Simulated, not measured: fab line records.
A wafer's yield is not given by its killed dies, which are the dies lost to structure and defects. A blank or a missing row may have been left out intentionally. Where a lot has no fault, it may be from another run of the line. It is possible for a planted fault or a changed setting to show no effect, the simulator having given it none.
Chamber matching	flow gf180mcu	4 sister chambers for GF_POLY_GATE_ETCH_13 on rie_si-02
The step etches poly-Si in HBr/Cl2, stops on SiO2, target depth 198.5 nm, time 69.6 s. 14 wafers are shown with their chamber, then 7 later ones without.

WAFERS, EACH WITH ITS CHAMBER
wafer	chamber	drypump_motor_current_A (A)	he_backside_leak_sccm (sccm)	oes_product_au (a.u.)
L448.1	0	5.0	2.90	0.981
L448.4	1	6.3	2.74	0.981
L448.6	2	5.1	2.25	0.995
L449.2	0	5.0	3.04	0.978
L449.4	2	5.1	2.32	0.986
L449.5	0	5.0	2.95	0.973
L450.1	3	5.4	2.86	1.009
L450.2	2	5.1	2.25	1.002
L450.4	0	5.0	2.80	0.986
L451.3	0	5.0	2.96	0.978
L451.4	3	5.3	2.55	0.995
L451.6	0	5.0	2.78	0.975
L452.1	3	5.4	2.81	1.001
L452.2	2	5.1	2.28	0.990

SIGNATURES, as means of the wafers listed above
reading	chamber 0	chamber 1	chamber 2	chamber 3	scatter within a chamber
drypump_motor_current_A	5.000	6.300	5.100	5.367	0.0258
he_backside_leak_sccm	2.9050	2.7400	2.2750	2.7400	0.104
oes_product_au	0.97850	0.98100	0.99325	1.00167	0.00589
Rule: a wafer's distance from a chamber is the root of the sum, over the readings, of the square of ((its reading less the chamber's mean) divided by the reading's scatter). If the next closest chamber is less than 2 further off than the closest, the wafer can't be placed; otherwise it belongs to the closest. How the scatter is found: for the shown wafers, subtract from each reading the mean of its chamber, square and add these, divide the total by (wafers less chambers), then take the root.

WAFERS WHOSE CHAMBER IS MISSING
wafer	drypump_motor_current_A (A)	he_backside_leak_sccm (sccm)	oes_product_au (a.u.)
L452.3	5.0	3.03	0.982
L453.2	5.4	2.75	0.991
L453.4	6.3	2.76	0.976
L453.6	5.4	2.69	0.990
L456.1	5.1	2.75	0.977
L456.2	5.3	2.50	1.004
L456.4	5.1	2.25	0.997

WHICH CHAMBER EACH WENT THROUGH
wafer	from the rows above	in truth
L452.3	0	0
L453.2	3	3
L453.4	1	1
L453.6	3	3
L456.1	can't be placed: 0 or 2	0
L456.2	3	3
L456.4	2	2
Correct placement for 6 of the 7. From these rows, 1 cannot be placed; in 1 the true chamber is one of the candidates. Number placed wrongly: 0.
